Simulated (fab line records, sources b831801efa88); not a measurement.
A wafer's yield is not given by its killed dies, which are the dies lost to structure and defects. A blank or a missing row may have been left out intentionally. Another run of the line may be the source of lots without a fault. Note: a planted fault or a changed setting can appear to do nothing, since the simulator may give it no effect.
Struck lot and sound lot, side by side    flow gf180mcu    16 steps out of a route of 602
Sound: these wafers, L601.3, L601.5, L601.6. Wafers struck: L617.2, L617.4, L617.5. The cause is named last.
Order at every step that has rows: each side's tool, ch and its chambers, its first start. Under that, the readings that differ: sound wafers    struck wafers    difference of the means    sigmas: that difference in standard deviations of wafers without a fault.
alike: readings with means less than 2 such deviations apart, plus words and numbers identical on both sides. not compared: withheld readings, readings lacking a value on some wafer, bounds such as >300 that could conceal the same value, and numbers that have no deviation in the record and whose values overlap.
A row with sigmas, a row that says differs or no value, or rows on one side alone: a step with any of these is where the two part. When numbers do not overlap yet have no deviation, they are printed without sigmas and do not part them. A reading that every wafer of one side lacks parts them only if that side has two wafers or more.

GF_VT_IMPLANT_OVL_MEAS_29:
  sound: overlay-02 at day 8 18:29; struck: overlay-02 at day 13 01:32
  alike: VT_IMPLANT_02_OVL
after that, 1 step had no rows for these wafers: GF_VT_IMPLANT_IMPLANT_30.
GF_VT_IMPLANT_STRIP_31: strips in O2/N2.
  sound on plasma asher-04 ch 0,1, day 8 18:42; struck on plasma asher-04 ch 1, day 13 01:43
  alike: drypump motor current A, heater power w, oes product au, platen temp c, strip time to endpoint s
  not compared: rf hours counter h
GF_VT_IMPLANT_TW_MEAS_32:
  sound: film metro-01 at day 8 18:47; struck: film metro-01 at day 13 01:49
  alike: VT_IMPLANT_3_TW
then, 7 steps without rows for these wafers: GF_VT_IMPLANT_DEHYDRATE_33 (time 60 s); GF_VT_IMPLANT_HMDS_34 (prime time 60 s); GF_VT_IMPLANT_COAT_35 (resist thk 1000 nm); GF_VT_IMPLANT_SOFTBAKE_36 (time 60 s); GF_VT_IMPLANT_EXPOSE_37 (exposes mask Nwell HV AREA, target cd 860 nm); GF_VT_IMPLANT_PEB_38; GF_VT_IMPLANT_DEVELOP_39 (develop time 60 s).
GF_VT_IMPLANT_OVL_MEAS_40:
  sound: overlay-02 at day 9 11:29; struck: overlay-01 at day 13 21:29
  alike: VT_IMPLANT_03_OVL
GF_VT_IMPLANT_IMPLANT_41:
  struck on implanter-01, day 13 21:32; sound on implanter-01 ch 0, day 9 11:34
  no value came back on the struck wafers for beam energy keV, beam on s (s); on the sound wafers beam energy keV reads 70.014 69.997 70.028
GF_VT_IMPLANT_STRIP_42: strips in O2/N2.
  sound on plasma asher-02 ch 0,1, day 9 11:42; struck on plasma asher-04 ch 0, day 13 21:40
reading                      sound           struck          difference  sigmas
drypump motor current A (A)  5.56 5.58 5.60  6.22 6.26 6.26  +0.67       +3
  alike: heater power w, oes product au, platen temp c, strip time to endpoint s
  not compared: rf hours counter h
GF_VT_IMPLANT_TW_MEAS_43:
  sound: film metro-04 at day 9 11:47; struck: film metro-02 at day 13 21:46
reading          sound        struck    difference  sigmas
VT_IMPLANT_4_TW  686 684 683  30 30 30  -654        -99 or more
then, 1 step without rows for these wafers: GF_VT_IMPLANT_CLEAN_44 (cleans in SC1/SC2, time 150 s).

## WHERE THEY PART
First at GF_VT_IMPLANT_IMPLANT_41; last, within this record, at GF_VT_IMPLANT_TW_MEAS_43.

WHY: whatever the simulator had introduced
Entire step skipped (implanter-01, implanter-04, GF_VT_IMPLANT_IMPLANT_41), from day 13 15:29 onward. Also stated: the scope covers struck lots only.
